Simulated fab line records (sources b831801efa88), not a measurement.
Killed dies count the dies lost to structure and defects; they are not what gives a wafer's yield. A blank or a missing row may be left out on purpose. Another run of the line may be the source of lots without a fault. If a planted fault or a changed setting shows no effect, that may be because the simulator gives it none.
Problem report in the 8D (eight disciplines) form, filled by code    flow sky130    the parts of the form that need people (team, actions taken, sign-off) are left out

## 1. THE ISSUE
Across 9 wafers from 3 lots, VIA4_HDPCVD_THK at SKY_VIA4_THK_MEAS_01 averages 2099 nm, while fault-free wafers read 1749 nm with a standard deviation of 17. That is +21 standard deviations from the usual mean.
Earliest sighting: wafer L411.1 on film-metro-02 at day 44 12:56. Wafers with a number at this step in the record: 36, from 12 lots. By rule, "out" or "out of limits" means more than 4 standard deviations away from the usual mean. The other wafers with a number count as sound.

## 2. WHAT IT IS AND WHAT IT IS NOT
question                     is                            is not
which readings at this step  VIA4_HDPCVD_THK               -
which lots                   L411, L412, L413              L406, L415, L419, L421, L422, L425, L426, L427, L429
which wafers of those lots   all that have a number        -
read on which gauges         film-metro-01, film-metro-02  film-metro-03
when                         from day 44 12:56             up to then (3 sound wafers); but 24 sound wafers of L415, L419, L421, L422, L425, L426, L427, L429 came after

## 3. WHAT RULES OUT EACH SUSPECT
Counting: a tool at any process step up to the reading remains a suspect when it ran all the lots that are out and ran no sound lot after the first of those.
- ruled out: the gauge at SKY_VIA4_THK_MEAS_01. 2 gauges (film-metro-01, film-metro-02) read the wafers that are out.
- hdpcvd-01 at SKY_VIA4_HDPCVD_00 (deposits SiO2, target thk 1750 nm, time 291.7 s): ruled out as a lasting fault. Following L411 (day 44 12:46), the first lot on it that is out, the sound lots L425, L426, L427, L429 were run on it.
Left after counting: nothing in the record.

## 4. THE CAUSE (what the simulator had put in)
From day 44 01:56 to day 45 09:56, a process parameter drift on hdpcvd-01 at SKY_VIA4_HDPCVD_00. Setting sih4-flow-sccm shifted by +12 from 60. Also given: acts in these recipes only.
The count ruled it out by mistake, since the rule takes a fault to strike every lot its tool runs from the start of the fault on, and this one did not do so.

## 5. SEQUENCE OF EFFECTS, ordered by route
Each row: a reading whose mean over the struck wafers that have a number lies more than 3 standard deviations from the usual. Only readings whose record carries a usual standard deviation are examined. hours: median over the lots of the time between each lot's start at the first step of this table that gives one and its start at this step. sigmas: the change, counted in usual standard deviations.
hours  step                  reading          usual       on struck wafers  change  sigmas
0      SKY_VIA4_HDPCVD_00    sih4-flow-sccm   60.01 sccm  72.07             +12.06  +71
0      SKY_VIA4_THK_MEAS_01  VIA4_HDPCVD_THK  1749 nm     2099              +350    +21
Here are the process steps it includes:
- SKY_VIA4_HDPCVD_00: deposits SiO2, target thk 1750 nm, time 291.7 s.

## 6. HOW IT WOULD HAVE BEEN CAUGHT EARLIER
11 hours passed between the start of the fault at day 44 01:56 and the first reading out of limits at a measuring or inspecting step in this record, taken at day 44 12:56.
The tool's own readings at SKY_VIA4_HDPCVD_00 were out on every struck wafer that the step has a row for (sih4-flow-sccm): an alarm limit on them would have fired on the first of those.
